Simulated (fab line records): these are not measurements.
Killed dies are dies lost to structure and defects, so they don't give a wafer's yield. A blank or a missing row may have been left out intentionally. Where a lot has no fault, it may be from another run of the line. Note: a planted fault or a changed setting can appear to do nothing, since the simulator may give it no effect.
Lot-split experiment || flow gf180mcu || 23 wafers read across 5 lots, on a route 602 steps long

## THE SPLIT ITSELF
At GF_NSD_IMPLANT_09, the setting energy-kev was moved away from the recipe's 60 on 8 of the 23 wafers read, by -5.6% to +8.8%. The other wafers ran this setting at the recipe's value.

## FROM THE SPLIT TO THE READING: what the file shows between them, 7 steps
- GF_NSD_IMPLANT_10
- GF_NSD_STRIP_11: strips in O2/N2
- GF_PSD_DEVELOP_06: develop time 60 s (also split here: develop-time-s)
- GF_PSD_CD_MEAS_07: target cd 400 nm
- GF_PSD_IMPLANT_09
- GF_PSD_CLEAN_12: cleans in SC1/SC2, time 150 s
- GF_PSD_RTA_13: time 20 s

## THE READING
NSD_RS in ohm/sq, measured at GF_PSD_RS_MEAS_14 by four-point-probe. A value of 46.19 ohm/sq with a standard deviation of 0.094 ohm/sq is what fault-free wafers of this fab line usually give.

{"wafer": "L076.3", "tool, chamber at the split": "implanter-01, 0", "energy-kev as run": 60, "against the recipe": "recipe", "NSD_RS, ohm/sq": 46.21, "against lot-mates on the recipe": "-"}
{"wafer": "L076.4", "tool, chamber at the split": "implanter-01, 0", "energy-kev as run": 60, "against the recipe": "recipe", "NSD_RS, ohm/sq": 46.27, "against lot-mates on the recipe": "-"}
{"wafer": "L076.6", "tool, chamber at the split": "implanter-01, 0", "energy-kev as run": 60, "against the recipe": "recipe", "NSD_RS, ohm/sq": 46.35, "against lot-mates on the recipe": "-"}
{"wafer": "L078.1", "tool, chamber at the split": "implanter-01, 0", "energy-kev as run": 60, "against the recipe": "recipe", "NSD_RS, ohm/sq": 46.25, "against lot-mates on the recipe": "-"}
{"wafer": "L078.2", "tool, chamber at the split": "implanter-01, 0", "energy-kev as run": 60, "against the recipe": "recipe", "NSD_RS, ohm/sq": 46.10, "against lot-mates on the recipe": "-"}
{"wafer": "L078.4", "tool, chamber at the split": "implanter-01, 0", "energy-kev as run": 60, "against the recipe": "recipe", "NSD_RS, ohm/sq": 46.09, "against lot-mates on the recipe": "-"}
{"wafer": "L078.5", "tool, chamber at the split": "implanter-01, 0", "energy-kev as run": 60, "against the recipe": "recipe", "NSD_RS, ohm/sq": 46.19, "against lot-mates on the recipe": "-"}
{"wafer": "L078.6", "tool, chamber at the split": "implanter-01, 0", "energy-kev as run": 60, "against the recipe": "recipe", "NSD_RS, ohm/sq": 46.27, "against lot-mates on the recipe": "-"}
{"wafer": "L079.1", "tool, chamber at the split": "implanter-04, 0", "energy-kev as run": 60, "against the recipe": "recipe", "NSD_RS, ohm/sq": 46.30, "against lot-mates on the recipe": "-"}
{"wafer": "L079.2", "tool, chamber at the split": "implanter-04, 0", "energy-kev as run": 56.64, "against the recipe": "-5.6%", "NSD_RS, ohm/sq": 47.10, "against lot-mates on the recipe": "+0.86"}
{"wafer": "L079.3", "tool, chamber at the split": "implanter-04, 0", "energy-kev as run": 60, "against the recipe": "recipe", "NSD_RS, ohm/sq": 46.19, "against lot-mates on the recipe": "-"}
{"wafer": "L079.4", "tool, chamber at the split": "implanter-04, 0", "energy-kev as run": 56.64, "against the recipe": "-5.6%", "NSD_RS, ohm/sq": 47.17, "against lot-mates on the recipe": "+0.93"}
{"wafer": "L079.6", "tool, chamber at the split": "implanter-04, 0", "energy-kev as run": 56.64, "against the recipe": "-5.6%", "NSD_RS, ohm/sq": 47.15, "against lot-mates on the recipe": "+0.91"}
{"wafer": "L080.1", "tool, chamber at the split": "implanter-01, 0", "energy-kev as run": 60, "against the recipe": "recipe", "NSD_RS, ohm/sq": 46.03, "against lot-mates on the recipe": "-"}
{"wafer": "L080.2", "tool, chamber at the split": "implanter-01, 0", "energy-kev as run": 65.28, "against the recipe": "+8.8%", "NSD_RS, ohm/sq": 44.66, "against lot-mates on the recipe": -1.42}
{"wafer": "L080.4", "tool, chamber at the split": "implanter-01, 0", "energy-kev as run": 60, "against the recipe": "recipe", "NSD_RS, ohm/sq": 46.10, "against lot-mates on the recipe": "-"}
{"wafer": "L080.5", "tool, chamber at the split": "implanter-01, 0", "energy-kev as run": 60, "against the recipe": "recipe", "NSD_RS, ohm/sq": 46.10, "against lot-mates on the recipe": "-"}
{"wafer": "L080.6", "tool, chamber at the split": "implanter-01, 0", "energy-kev as run": 65.28, "against the recipe": "+8.8%", "NSD_RS, ohm/sq": 44.64, "against lot-mates on the recipe": -1.44}
{"wafer": "L083.1", "tool, chamber at the split": "implanter-04, 0", "energy-kev as run": 60, "against the recipe": "recipe", "NSD_RS, ohm/sq": 46.10, "against lot-mates on the recipe": "-"}
{"wafer": "L083.2", "tool, chamber at the split": "implanter-04, 0", "energy-kev as run": 64.47, "against the recipe": "+7.5%", "NSD_RS, ohm/sq": 44.92, "against lot-mates on the recipe": -1.22}
{"wafer": "L083.3", "tool, chamber at the split": "implanter-04, 0", "energy-kev as run": 64.47, "against the recipe": "+7.5%", "NSD_RS, ohm/sq": 44.88, "against lot-mates on the recipe": -1.26}
{"wafer": "L083.5", "tool, chamber at the split": "implanter-04, 0", "energy-kev as run": 64.47, "against the recipe": "+7.5%", "NSD_RS, ohm/sq": 44.94, "against lot-mates on the recipe": -1.20}
{"wafer": "L083.6", "tool, chamber at the split": "implanter-04, 0", "energy-kev as run": 60, "against the recipe": "recipe", "NSD_RS, ohm/sq": 46.19, "against lot-mates on the recipe": "-"}

FIT RESULTS
A straight line over all 23 wafers: NSD_RS changes by -0.172 ohm/sq for each +1% of energy-kev; r = -0.99; the points scatter about the line by 0.078 ohm/sq.
The same after taking each lot's own level away (the mean of its wafers on the recipe; 23 wafers): -0.163 ohm/sq for each +1%; r = -1.00; scatter 0.052 ohm/sq.
According to that fit, moving energy-kev by its largest amount changes the reading by 1.4 ohm/sq.
The lots' own levels span 46.077 to 46.277 ohm/sq, that is 2.1 times the standard deviation above.
The two slopes are in agreement: the lot-to-lot level therefore moves the slope only a little.
Check: with one of the wafers moved furthest among these (+8.8%) left out of the fit, the line predicts -1.44 ohm/sq for it against its lot-mates. It came out at -1.42 ohm/sq against them.

## OTHER SPLITS ON THESE WAFERS
Other splits were also applied to these wafers ahead of the reading. Each is held against what the fit with the lots' levels taken away leaves over:
{"other split on the same wafers": "GF_HV_LDD_CVD_56 time-s", "wafers away from the commonest value": 15, "r with NSD_RS (lot level and that fit taken away)": "+0.01"}
{"other split on the same wafers": "GF_NSD_COAT_02 spin-rpm", "wafers away from the commonest value": 8, "r with NSD_RS (lot level and that fit taken away)": "+0.08"}
{"other split on the same wafers": "GF_PSD_DEVELOP_06 develop-time-s", "wafers away from the commonest value": 10, "r with NSD_RS (lot level and that fit taken away)": -0.29}

## THE WHOLE CHAIN: every reading that the file lists as answering this split, in the file's order
{"step": "GF_NSD_IMPLANT_09", "what it does": "", "reading": "implant.rp-nm (the simulator's own value, which no gauge read)", "change (the file's fit)": "+0.308 nm for each +1% of the setting", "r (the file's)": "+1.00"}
{"step": "GF_NSD_IMPLANT_09", "what it does": "", "reading": "implant.drp-nm (the simulator's own value, which no gauge read)", "change (the file's fit)": "+0.123 nm for each +1% of the setting", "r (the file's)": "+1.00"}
{"step": "GF_NSD_STRIP_11", "what it does": "strips in O2/N2", "reading": "strip-time-to-endpoint-s", "change (the file's fit)": "withheld for each +1% of the setting", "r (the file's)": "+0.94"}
{"step": "GF_PSD_RS_MEAS_14", "what it does": "measures by four-point-probe", "reading": "NSD_RS", "change (the file's fit)": "-0.163 for each +1% of the setting", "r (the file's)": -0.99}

## FILE'S OWN FIT
NSD_RS changes by -0.163 ohm/sq for each +1% of energy-kev, r = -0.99.
